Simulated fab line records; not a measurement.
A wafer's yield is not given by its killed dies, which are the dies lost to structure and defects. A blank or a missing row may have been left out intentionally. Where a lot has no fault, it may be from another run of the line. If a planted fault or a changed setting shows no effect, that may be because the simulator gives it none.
Which tool did it? :: flow gf180mcu :: 36 wafers from 12 lots sampled at 5 of the route's 602 steps

== WHAT EACH GAUGE READ, for each wafer ==
GF_LVPWELL_TW_MEAS_11. Usual: for LVPWELL_TW the level is 561 and the standard deviation is 3.2.
lot: L214
measured: day 4 09:17
on: filmMetro-01
LVPWELL_TW: 562 563 565
flag: 

lot: L215
measured: day 4 12:58
on: filmMetro-02
LVPWELL_TW: 671 667 667
flag: OFF

lot: L216
measured: day 4 18:00
on: filmMetro-02
LVPWELL_TW: 555 560 558
flag: 

lot: L220
measured: day 5 17:35
on: filmMetro-01
LVPWELL_TW: 674 677 677
flag: OFF

lot: L222
measured: day 6 10:29
on: filmMetro-01
LVPWELL_TW: 677 680 678
flag: OFF

lot: L223
measured: day 6 12:26
on: filmMetro-01
LVPWELL_TW: 564 570 563
flag: 

lot: L224
measured: day 6 15:51
on: filmMetro-02
LVPWELL_TW: 559 561 559
flag: 

lot: L227
measured: day 7 18:57
on: filmMetro-04
LVPWELL_TW: 558 559 562
flag: 

lot: L229
measured: day 7 23:41
on: filmMetro-04
LVPWELL_TW: 560 558 559
flag: 

lot: L230
measured: day 8 00:24
on: filmMetro-04
LVPWELL_TW: 561 560 562
flag: 

lot: L233
measured: day 8 20:59
on: filmMetro-02
LVPWELL_TW: 561 561 562
flag: 

lot: L235
measured: day 9 06:29
on: filmMetro-04
LVPWELL_TW: 566 563 565
flag: 

GF_MVPSD_OVL_MEAS_07. Usual: for MVPSD_OVL the level is 0.2 nm and the standard deviation is 1.5.
lot: L214
measured: day 5 13:17
on: overlay-02
MVPSD_OVL (nm): -0.4 -0.8 2.2
flag: 

lot: L215
measured: day 5 18:58
on: overlay-02
MVPSD_OVL (nm): -1.5 -1.1 -1.6
flag: 

lot: L216
measured: day 5 22:50
on: overlay-01
MVPSD_OVL (nm): -2.1 -1.1 0.4
flag: 

lot: L220
measured: day 6 22:36
on: overlay-01
MVPSD_OVL (nm): -1.4 -1.7 -1.6
flag: 

lot: L222
measured: day 7 17:38
on: overlay-01
MVPSD_OVL (nm): -1.4 -2.0 -1.9
flag: 

lot: L223
measured: day 7 21:02
on: overlay-02
MVPSD_OVL (nm): -0.9 -1.2 -1.9
flag: 

lot: L224
measured: day 7 22:34
on: overlay-02
MVPSD_OVL (nm): 2.2 0.9 1.8
flag: 

lot: L227
measured: day 9 03:47
on: overlay-02
MVPSD_OVL (nm): -0.1 1.0 0.8
flag: 

lot: L229
measured: day 9 09:22
on: overlay-02
MVPSD_OVL (nm): 0.0 0.9 1.5
flag: 

lot: L230
measured: day 9 09:48
on: overlay-01
MVPSD_OVL (nm): 0.9 1.3 2.4
flag: 

lot: L233
measured: day 10 08:29
on: overlay-02
MVPSD_OVL (nm): 0.8 0.6 1.1
flag: 

lot: L235
measured: day 10 19:01
on: overlay-02
MVPSD_OVL (nm): 0.6 0.1 0.2
flag: 

GF_VT_IMPLANT_OVL_MEAS_07. Usual: for VT_IMPLANT_OVL the level is -0.1 nm and the standard deviation is 1.6.
lot: L214
measured: day 6 03:58
on: overlay-01
VT_IMPLANT_OVL (nm): 0.3 -0.2 0.0
flag: 

lot: L215
measured: day 6 10:16
on: overlay-02
VT_IMPLANT_OVL (nm): 0.3 0.8 -0.1
flag: 

lot: L216
measured: day 6 13:04
on: overlay-02
VT_IMPLANT_OVL (nm): -0.5 1.1 -0.1
flag: 

lot: L220
measured: day 7 14:13
on: overlay-01
VT_IMPLANT_OVL (nm): -0.3 0.2 -1.3
flag: 

lot: L222
measured: day 8 09:45
on: overlay-02
VT_IMPLANT_OVL (nm): -1.2 0.1 -2.7
flag: 

lot: L223
measured: day 8 13:13
on: overlay-02
VT_IMPLANT_OVL (nm): -0.6 -0.7 -0.9
flag: 

lot: L224
measured: day 8 15:00
on: overlay-02
VT_IMPLANT_OVL (nm): -0.3 0.3 -0.3
flag: 

lot: L227
measured: day 9 21:19
on: overlay-01
VT_IMPLANT_OVL (nm): 0.0 -0.5 -1.5
flag: 

lot: L229
measured: day 10 02:35
on: overlay-01
VT_IMPLANT_OVL (nm): 2.4 1.3 1.8
flag: 

lot: L230
measured: day 10 04:35
on: overlay-02
VT_IMPLANT_OVL (nm): -3.6 -1.4 -1.2
flag: 

lot: L233
measured: day 11 02:52
on: overlay-01
VT_IMPLANT_OVL (nm): 0.5 1.4 -0.1
flag: 

lot: L235
measured: day 11 14:25
on: overlay-02
VT_IMPLANT_OVL (nm): 1.2 2.1 1.8
flag: 

GF_VT_IMPLANT_RS_MEAS_48: measurement is done with a four-point probe. Usual: for LVPWELL_RS the level is 1196 ohm/sq and the standard deviation is 3.7.
lot: L214
measured: day 8 05:08
on: filmMetro-01
LVPWELL_RS (ohm/sq): 1191 1192 1189
flag: 

lot: L215
measured: day 8 10:48
on: filmMetro-01
LVPWELL_RS (ohm/sq): 839 839 841
flag: OFF

lot: L216
measured: day 8 14:14
on: filmMetro-02
LVPWELL_RS (ohm/sq): 1199 1201 1200
flag: 

lot: L220
measured: day 9 16:31
on: filmMetro-02
LVPWELL_RS (ohm/sq): 842 843 843
flag: OFF

lot: L222
measured: day 10 14:31
on: filmMetro-04
LVPWELL_RS (ohm/sq): 842 839 842
flag: OFF

lot: L223
measured: day 10 20:04
on: filmMetro-04
LVPWELL_RS (ohm/sq): 1199 1196 1200
flag: 

lot: L224
measured: day 10 21:23
on: filmMetro-02
LVPWELL_RS (ohm/sq): 1196 1199 1199
flag: 

lot: L227
measured: day 12 07:27
on: filmMetro-01
LVPWELL_RS (ohm/sq): 1194 1196 1194
flag: 

lot: L229
measured: day 12 12:41
on: filmMetro-02
LVPWELL_RS (ohm/sq): 1193 1195 1198
flag: 

lot: L230
measured: day 12 13:20
on: filmMetro-01
LVPWELL_RS (ohm/sq): 1189 1189 1192
flag: 

lot: L233
measured: day 13 14:34
on: filmMetro-02
LVPWELL_RS (ohm/sq): 1200 1199 1198
flag: 

lot: L235
measured: day 14 03:21
on: filmMetro-01
LVPWELL_RS (ohm/sq): 1195 1196 1197
flag: 

== TOOL THAT RAN EACH LOT (tool first, then ch and the chambers of the sampled wafers, then the start) ==
lot: L214
GF_LVPWELL_IMPLANT_08: implanter-03 ch 0, day 4 08:53

lot: L215
GF_LVPWELL_IMPLANT_08: implanter-03 ch 0, day 4 12:09

lot: L216
GF_LVPWELL_IMPLANT_08: implanter-04 ch 0, day 4 17:36

lot: L220
GF_LVPWELL_IMPLANT_08: implanter-04 ch 0, day 5 16:50

lot: L222
GF_LVPWELL_IMPLANT_08: implanter-03 ch 0, day 6 09:47

lot: L223
GF_LVPWELL_IMPLANT_08: implanter-04 ch 0, day 6 12:03

lot: L224
GF_LVPWELL_IMPLANT_08: implanter-03 ch 0, day 6 15:27

lot: L227
GF_LVPWELL_IMPLANT_08: implanter-01 ch 0, day 7 18:33

lot: L229
GF_LVPWELL_IMPLANT_08: implanter-04 ch 0, day 7 23:18

lot: L230
GF_LVPWELL_IMPLANT_08: implanter-01 ch 0, day 8 00:02

lot: L233
GF_LVPWELL_IMPLANT_08: implanter-03 ch 0, day 8 20:35

lot: L235
GF_LVPWELL_IMPLANT_08: implanter-04 ch 0, day 9 06:05
- GF_LVPWELL_IMPLANT_08

== AS READ BY THE TOOLS THEMSELVES (means over the sampled wafers that have a number; for cases with no such wafer, the mark the record gives instead) ==
GF_LVPWELL_IMPLANT_08. Usual: 84.5 for faradayCurrentUA, sd 1.5.
lot: L214
tool: implanter-03
faradayCurrentUA: 84.9
flag: 

lot: L215
tool: implanter-03
faradayCurrentUA: 83.9
flag: 

lot: L216
tool: implanter-04
faradayCurrentUA: 84.5
flag: 

lot: L220
tool: implanter-04
faradayCurrentUA: 84.5
flag: 

lot: L222
tool: implanter-03
faradayCurrentUA: 84.0
flag: 

lot: L223
tool: implanter-04
faradayCurrentUA: 84.5
flag: 

lot: L224
tool: implanter-03
faradayCurrentUA: 83.4
flag: 

lot: L227
tool: implanter-01
faradayCurrentUA: 84.3
flag: 

lot: L229
tool: implanter-04
faradayCurrentUA: 83.9
flag: 

lot: L230
tool: implanter-01
faradayCurrentUA: 85.7
flag: 

lot: L233
tool: implanter-03
faradayCurrentUA: 84.7
flag: 

lot: L235
tool: implanter-04
faradayCurrentUA: 84.3
flag: 

== THE ANSWER, worked out from the rows above alone ==
Rule: lot off if the mean of its wafers having a number is beyond 3 standard deviations from the usual mean. A lot without any number at a reading at which 4 lots or more have one is off too. Any other lot the step has rows for is counted as sound. Order of review: gauges by route order, followed by the tools' own readings, for which a lot's mean as printed above is used. The first step at which some lot is off is used, and at that step the reading that is off furthest; a lot without a number counts as furthest.
Off: L215, L220, L222, at GF_LVPWELL_TW_MEAS_11 (LVPWELL_TW).
If a tool, at a process step before that reading, ran all the lots that are off and no sound lot after the first of them, it fits. Gauges at GF_LVPWELL_TW_MEAS_11: tried the same way as those tools. Of those tried, none fits.

== WHAT WAS PUT IN BY THE SIMULATOR ==
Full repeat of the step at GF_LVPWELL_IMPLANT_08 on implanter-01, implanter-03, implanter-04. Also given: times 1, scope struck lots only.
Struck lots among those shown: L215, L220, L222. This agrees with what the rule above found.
